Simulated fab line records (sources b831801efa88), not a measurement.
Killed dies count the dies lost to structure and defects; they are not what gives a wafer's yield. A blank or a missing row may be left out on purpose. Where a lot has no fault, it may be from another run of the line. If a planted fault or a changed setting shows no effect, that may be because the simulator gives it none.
A lot that was struck, set against a sound lot || flow sky130 || 34 out of 708 route steps
Sound: wafers L167.1, L167.2, L167.3. Struck: wafers L178.1, L178.6. (L178.3 of the same lot was not struck and is left out.) The cause comes at the end.
Each step with rows lists, per side, the tool, then ch with its chambers, then its first start. Under that, the readings that differ: sound wafers || struck wafers || difference of the means || sigmas: that difference in standard deviations of wafers without a fault.
alike: words and numbers the same on both sides, and readings whose means are apart by under 2 such deviations; not compared: readings that were withheld, readings missing a value for some wafer, numbers with overlapping values and no deviation given by the record, and bounds like >300 which may hide the same value.
A row with sigmas, a row that says differs or no value, or rows on one side alone: a step with any of these is where the two part. Non-overlapping numbers with no deviation appear without sigmas and do not part them. Lack of a reading on every wafer of one side parts them only where that side has two or more wafers.

first, 9 steps without rows for these wafers: SKY_VIA1_ETCH_14 (etches BARC in N2/H2, stops on SiO2, time 45.9 s, target depth 60 nm); SKY_VIA1_ETCH_15 (etches SiO2 in C4F8/O2/Ar, stops on TiN, target depth 351 nm, time 54 s); SKY_VIA1_STRIP_16 (strips in O2/N2); SKY_VIA1_STRIP_17 (strips in post etch residue remover, time 1200 s); SKY_VIA1_CLEAN_18 (cleans in IPA, time 180 s); SKY_VIA1_CLEAN_19 (cleans in O3/DIW); SKY_VIA1_SPUTTER_20 (material TiN, target thk 20 nm, time 80 s); SKY_VIA1_CVD_21 (deposits W, target thk 270 nm, time 80.902 s); SKY_VIA1_CMP_24 (polishes, stops on SiO2, t overpolish 15 s, target thk 0 nm).
SKY_METAL2_SPUTTER_00: material Ti, target thk 15 nm, time 10 s.
  sound on pvd_sputter-02, day 36 09:49; struck on pvd_sputter-02, day 40 06:14
  alike: throttle_valve_pct
then, 23 steps without rows for these wafers: SKY_METAL2_SPUTTER_01 (material TiN, target thk 20 nm, time 16.7 s); SKY_METAL2_SPUTTER_02 (material AlCu, target thk 250 nm, time 13.3 s); SKY_METAL2_SPUTTER_03 (material Ti, target thk 5 nm, time 3.3 s); SKY_METAL2_SPUTTER_04 (material TiN, target thk 70 nm, time 58.3 s); SKY_METAL2_DEHYDRATE_07 (time 60 s); SKY_METAL2_HMDS_08 (prime time 60 s); SKY_METAL2_COAT_09 (resist thk 60 nm); SKY_METAL2_COAT_10 (resist thk 450 nm); SKY_METAL2_SOFTBAKE_11 (time 90 s); SKY_METAL2_EXPOSE_12 (exposes mask MM2, target cd 140 nm); SKY_METAL2_PEB_13; SKY_METAL2_DEVELOP_14 (develop time 60 s); SKY_METAL2_DESCUM_17 (chemistry O2, time 8 s); SKY_METAL2_ETCH_18 (etches BARC in N2/H2, stops on SiO2, time 45.9 s, target depth 60 nm); SKY_METAL2_METAL_ETCH_19 (etches the open film in Cl2/BCl3, stops on SiO2, target depth 360 nm, time 78 s); SKY_METAL2_STRIP_20 (strips in O2/N2); SKY_METAL2_STRIP_21 (strips in post etch residue remover, time 1200 s); SKY_METAL2_CLEAN_22 (cleans in IPA, time 180 s); SKY_METAL2_CLEAN_23 (cleans in O3/DIW); SKY_VIA2_HDPCVD_00 (deposits SiO2, target thk 1180 nm, time 196.7 s); SKY_VIA2_CMP_02 (polishes SiO2); SKY_VIA2_DEHYDRATE_04 (time 60 s); SKY_VIA2_HMDS_05 (prime time 60 s).
-- the record jumps here: 10 days lie between the struck wafers' starts before and after (it left off in module VIA2 and takes up again in module PAD_OPEN, whose first step shown is number 708 of the route) --
SKY_PAD_OPEN_PROBE_99:
  sound on prober-01, day 48 00:13; struck on prober-02, day 50 16:25
{"reading": "hold", "sound": "- - -", "struck": "await_dispo/0.9h/release await_dispo/0.9h/release", "difference": "no value on the sound wafers", "sigmas": ""}
{"reading": "defect_limited_yield (%)", "sound": "81.7 87.6 87.0", "struck": "70.3 74.0", "difference": -13.3, "sigmas": -6}
{"reading": "killed_at_M0_to_M3", "sound": "42 36 36", "struck": "107 86", "difference": "+58", "sigmas": "+8"}
{"reading": "killed_dies", "sound": "90 61 64", "struck": "146 128", "difference": "+65", "sigmas": "+7"}
{"reading": "sort_bin_3_pad_short (%)", "sound": "1.2 0.4 1.0", "struck": "2.2 2.2", "difference": "+1.3", "sigmas": "+3"}
{"reading": "sort_bin_5_function (%)", "sound": "8.7 7.5 8.1", "struck": "19.7 16.9", "difference": "+10.2", "sigmas": "+6"}
{"reading": "sort_n_pass", "sound": "402 431 428", "struck": "346 364", "difference": -65, "sigmas": -7}
{"reading": "sort_yield_pct (%)", "sound": "81.7 87.6 87.0", "struck": "70.3 74.0", "difference": -13.3, "sigmas": -6}
{"reading": "model.etest.tester.sort_n_pass", "sound": "402 431 428", "struck": "346 364", "difference": -65, "sigmas": ""}
{"reading": "model.etest.tester.sort_yield_pct (%)", "sound": "81.71 87.6 86.99", "struck": "70.33 73.98", "difference": -13.28, "sigmas": ""}
{"reading": "model.etest.tester.sort_bin_5_pct (%)", "sound": "8.74 7.52 8.13", "struck": "19.72 16.87", "difference": "+10.17", "sigmas": ""}
{"reading": "model.etest.tester.sort_bin_3_pct (%)", "sound": "1.22 0.4065 1.016", "struck": "2.236 2.236", "difference": "+1.355", "sigmas": ""}
  alike: killed_at_M4_up, killed_at_contacts, killed_at_front_end, killed_at_other, killed_open, killed_short, sort_bin_6_memory

== WHERE THEY PART ==
SKY_PAD_OPEN_PROBE_99 only, going by this record.

WHY: the cause the simulator had injected
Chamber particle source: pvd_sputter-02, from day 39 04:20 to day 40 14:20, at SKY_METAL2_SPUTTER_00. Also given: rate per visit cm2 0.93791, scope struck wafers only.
